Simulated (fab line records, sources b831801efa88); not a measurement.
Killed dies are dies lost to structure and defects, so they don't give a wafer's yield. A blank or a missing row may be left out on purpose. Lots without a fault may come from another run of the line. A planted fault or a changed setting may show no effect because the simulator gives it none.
Tool commonality check | flow sky130 | 14 lots, 42 wafers sampled

WHY IT WAS OPENED
At SKY_LDD_HVN_OVL_MEAS_07 the reading LDD_HVN_OVL is flagged on 2 of 14 lots. Wafers without a fault read -0.4 nm, standard deviation 1.2.
Rule: a lot is flagged when every wafer of it that has a number lies more than 4 standard deviations from that mean, or none has a number. The other lots count as sound.

lot  | measured     | on         | LDD_HVN_OVL (nm), wafer by wafer | flag
L637 | day 21 17:57 | overlay-01 | -0.1 0.7 0.0                     |
L639 | day 22 08:23 | overlay-02 | 0.6 0.3 -1.1                     |
L641 | day 23 18:34 | overlay-02 | 0.0 0.8 -1.7                     |
L642 | day 23 20:42 | overlay-02 | -0.5 -0.5 -0.5                   |
L644 | day 24 21:05 | overlay-02 | -0.1 -0.9 0.6                    |
L645 | day 25 01:24 | overlay-02 | -1.1 -1.8 -2.6                   |
L646 | day 25 04:38 | overlay-02 | 0.7 -0.4 -1.2                    |
L651 | day 26 22:49 | overlay-01 | -2.3 -1.1 -0.4                   |
L650 | day 27 01:37 | overlay-01 | -1.8 -0.5 0.3                    |
L655 | day 28 01:57 | overlay-02 | 96.6 98.1 95.7                   | FLAGGED
L656 | day 28 07:14 | overlay-02 | -0.7 0.2 0.5                     |
L657 | day 28 14:02 | overlay-02 | 97.7 98.6 99.0                   | FLAGGED
L659 | day 29 09:07 | overlay-02 | 0.6 -0.6 -0.3                    |
L660 | day 29 15:27 | overlay-02 | 1.4 2.6 1.4                      |
The numbers of the flagged lots are 97.6 nm on average: +98.0 nm against the usual, or +82 standard deviations.

WHICH TOOL RAN EACH LOT
The record holds 1 process step before the reading, out of a route of 708 steps. In each cell: the tool, then ch and the chambers that the sampled wafers went through, then the start.
lot  | flag    | SKY_LDD_HVN_EXPOSE_04
L637 |         | iline_stepper-02 ch 0, day 21 01:22
L639 |         | iline_stepper-01 ch 0, day 21 15:43
L641 |         | iline_stepper-02 ch 0, day 23 02:44
L642 |         | iline_stepper-01 ch 0, day 23 05:08
L644 |         | iline_stepper-02 ch 0, day 24 06:17
L645 |         | iline_stepper-02 ch 0, day 24 10:50
L646 |         | iline_stepper-01 ch 0, day 24 14:08
L651 |         | iline_stepper-02 ch 0, day 26 08:19
L650 |         | iline_stepper-01 ch 0, day 26 10:31
L655 | FLAGGED | iline_stepper-02 ch 0, day 27 11:45
L656 |         | iline_stepper-01 ch 0, day 27 16:23
L657 | FLAGGED | iline_stepper-02 ch 0, day 27 22:52
L659 |         | iline_stepper-01 ch 0, day 28 19:16
L660 |         | iline_stepper-01 ch 0, day 29 00:26
What these steps do:
- SKY_LDD_HVN_EXPOSE_04: exposes mask HVNTM, target cd 700 nm.
- SKY_LDD_HVN_OVL_MEAS_07

FLAGGED OVER TOTAL, TOOL BY TOOL (the gauges that took the reading come last)
step                    | tool             | lots run | flagged | share of the flagged lots | sound lots run after its first flagged lot
SKY_LDD_HVN_EXPOSE_04   | iline_stepper-01 | 7        | 0       | none                      | -
SKY_LDD_HVN_EXPOSE_04   | iline_stepper-02 | 7        | 2       | all                       | 0
SKY_LDD_HVN_OVL_MEAS_07 | overlay-01       | 3        | 0       | none                      | -
SKY_LDD_HVN_OVL_MEAS_07 | overlay-02       | 11       | 2       | all                       | 3 (L656,L659,L660)

WHAT THE TABLE ALLOWS
2 rows of the table ran every flagged lot: iline_stepper-02 at SKY_LDD_HVN_EXPOSE_04, overlay-02 at SKY_LDD_HVN_OVL_MEAS_07.
- iline_stepper-02 at SKY_LDD_HVN_EXPOSE_04: 2 of its 7 lots flagged. Its last sound lot is L651 (day 26 08:19), its first flagged lot L655 (day 27 11:45): a fault that began between those two fits.
- overlay-02 at SKY_LDD_HVN_OVL_MEAS_07: 2 of its 11 lots flagged. Sound lots ran on it after the first flagged one (L656, L659, L660), which a lasting fault on the whole tool wouldn't allow.
One tool is left: iline_stepper-02 at SKY_LDD_HVN_EXPOSE_04.

WHAT THE SIMULATOR HAD PUT IN
Scanner matching overlay: iline_stepper-02, from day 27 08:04 on, at SKY_LDD_HVN_EXPOSE_04. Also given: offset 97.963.
Lots struck among those shown: L655, L657. The rule above found the same.
